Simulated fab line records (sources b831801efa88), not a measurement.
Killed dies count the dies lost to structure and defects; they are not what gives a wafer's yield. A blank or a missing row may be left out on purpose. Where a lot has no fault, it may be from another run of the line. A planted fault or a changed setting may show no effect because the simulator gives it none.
Matching of chambers + flow gf180mcu + rieDiel-02 running GF_M5_ETCH_09: 4 sister chambers
The step etches Si3N4 in CF4/O2, target depth 52 nm, time 11.6 s. 8 wafers are shown with their chamber, then 8 later ones without.

EACH WAFER AND ITS CHAMBER
| wafer  | chamber | drypumpMotorCurrentA (A) | throttleValvePct (%) |
|--------|---------|--------------------------|----------------------|
| L347.5 | 2       | 6.0                      | 5.973                |
| L355.1 | 2       | 5.9                      | 5.991                |
| L355.2 | 3       | 5.1                      | 5.959                |
| L355.6 | 0       | 5.1                      | 5.961                |
| L357.3 | 1       | 5.6                      | 5.963                |
| L357.4 | 3       | 5.1                      | 5.972                |
| L357.5 | 1       | 5.6                      | 5.973                |
| L358.1 | 0       | 5.1                      | 5.972                |

WAFERS WHOSE CHAMBER IS MISSING
| wafer  | drypumpMotorCurrentA (A) | throttleValvePct (%) |
|--------|--------------------------|----------------------|
| L358.3 | 5.9                      | 5.958                |
| L358.6 | 5.6                      | 5.986                |
| L364.1 | 5.9                      | 5.961                |
| L364.2 | 5.1                      | 5.953                |
| L364.5 | 5.1                      | 5.955                |
| L365.2 | 5.7                      | 5.967                |
| L365.3 | 5.1                      | 5.974                |
| L365.4 | 5.1                      | 5.980                |

THE CHAMBER EACH PASSED THROUGH
| wafer  | from the rows above     | in truth |
|--------|-------------------------|----------|
| L358.3 | 2                       | 2        |
| L358.6 | 1                       | 1        |
| L364.1 | 2                       | 2        |
| L364.2 | can't be placed: 3 or 0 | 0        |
| L364.5 | can't be placed: 3 or 0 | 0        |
| L365.2 | 1                       | 1        |
| L365.3 | can't be placed: 0 or 3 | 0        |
| L365.4 | can't be placed: 0 or 3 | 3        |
Placed correctly: 4 of 8. Not placeable from these rows: 4 (in 4, the candidates include the true chamber). Wrongly placed: 0.
How it was worked out, from the rows above alone: a wafer's distance from a chamber is the root of the sum, over the readings, of the square of ((its reading less the chamber's mean) divided by the reading's scatter). If the next closest chamber is less than 2 further off than the closest, the wafer can't be placed; otherwise it belongs to the closest. Each chamber's mean is taken over the wafers shown for it. The scatter: take each reading less its chamber's mean, square it, sum over the shown wafers, divide by the number of wafers less the number of chambers, and take the root.
